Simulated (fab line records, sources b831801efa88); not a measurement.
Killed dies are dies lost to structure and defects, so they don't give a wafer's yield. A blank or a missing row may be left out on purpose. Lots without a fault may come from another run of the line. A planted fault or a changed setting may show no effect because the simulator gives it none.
One fault seen from 2 desks | flow sky130 | each desk has only its own numbers; what lay behind them comes last

THE METROLOGY DESK
What the gauges read, lot by lot, whatever tool the lot ran on: means of the sampled wafers that have a number. A lot is out of limits, marked OUT, if its mean lies more than 4 standard deviations from the usual mean; the brackets give that distance.
Columns: A = CONTACT_W_RS at SKY_CONTACT_RS_MEAS_25, usual 0.340 ohm/sq; B = VIA1_HDPCVD_THK at SKY_VIA1_THK_MEAS_01, usual 1030 nm; C = VIA1_OVL at SKY_VIA1_OVL_MEAS_13, usual 2 nm
lot  | first seen here | A     | B             | C
L760 | day 31 11:11    | 0.340 | 1026          | -3
L761 | day 32 08:14    | 0.341 | 1030          | 2
L762 | day 32 19:14    | 0.340 | 1030          | 5
L763 | day 33 00:49    | 0.340 | 1041          | 1
L764 | day 33 04:28    | 0.331 | 1026          | 2
L769 | day 34 23:37    | 0.345 | 1024          | 10
L770 | day 35 09:49    | 0.337 | 866 (-14) OUT | -0
L772 | day 35 19:31    | 0.347 | 885 (-12) OUT | 5
L775 | day 37 01:56    | 0.340 | 1020          | 2
L777 | day 37 05:01    | 0.341 | 1022          | -2
L779 | day 38 00:01    | 0.340 | 1041          | 2
L783 | day 38 22:56    | 0.342 | 1041          | 2
This desk's finding: out of limits on L770, L772; first on L770, day 36 13:24 (VIA1_HDPCVD_THK at SKY_VIA1_THK_MEAS_01). In limits: L760, L761, L762, L763, L764, L769, L775, L777, L779, L783.

THE TOOL OWNER'S DESK: hdpcvd-02
The tool's own readings at SKY_VIA1_HDPCVD_00 (deposits SiO2, target thk 1030 nm, time 171.7 s): means of the sampled wafers that have a number, for each lot that ran on this tool. A lot is out of limits, marked OUT, if its mean lies more than 4 standard deviations from the usual mean; the brackets give that distance.
Columns: A = pressure_mtorr at SKY_VIA1_HDPCVD_00, usual 6.001 mTorr; B = sih4_flow_sccm at SKY_VIA1_HDPCVD_00, usual 59.97 sccm
lot  | first seen here | A     | B
L760 | day 32 16:18    | 5.985 | 59.94
L761 | day 33 13:25    | 5.996 | 60.05
L763 | day 34 04:28    | 5.981 | 59.92
L764 | day 34 08:59    | 6.002 | 59.92
L769 | day 36 03:41    | 6.004 | 60.01
L770 | day 36 13:16    | 6.011 | 50.94 (-45) OUT
L772 | day 36 22:37    | 6.001 | 50.97 (-45) OUT
L783 | day 40 01:05    | 6.009 | 59.89
This desk's finding: out of limits on L770, L772; first on L770, day 36 13:16 (sih4_flow_sccm at SKY_VIA1_HDPCVD_00). In limits: L760, L761, L763, L764, L769, L783.

PUT TOGETHER
The tool owner's desk could have raised an alarm at day 36 13:16, on L770, L772.
The metrology desk could have raised an alarm at day 36 13:24, on L770, L772.
Of the lots named, all ran SKY_VIA1_HDPCVD_00 on hdpcvd-02.

WHAT THE SIMULATOR HAD PUT IN
Process parameter drift: hdpcvd-02, from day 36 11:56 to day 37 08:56, at SKY_VIA1_HDPCVD_00. Setting sih4_flow_sccm, moved by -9, from 60. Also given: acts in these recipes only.
Lots struck among those shown: L770, L772.
Hours from the fault's start to each desk's first reading out of limits: the tool owner's desk, 1; the metrology desk, 1.
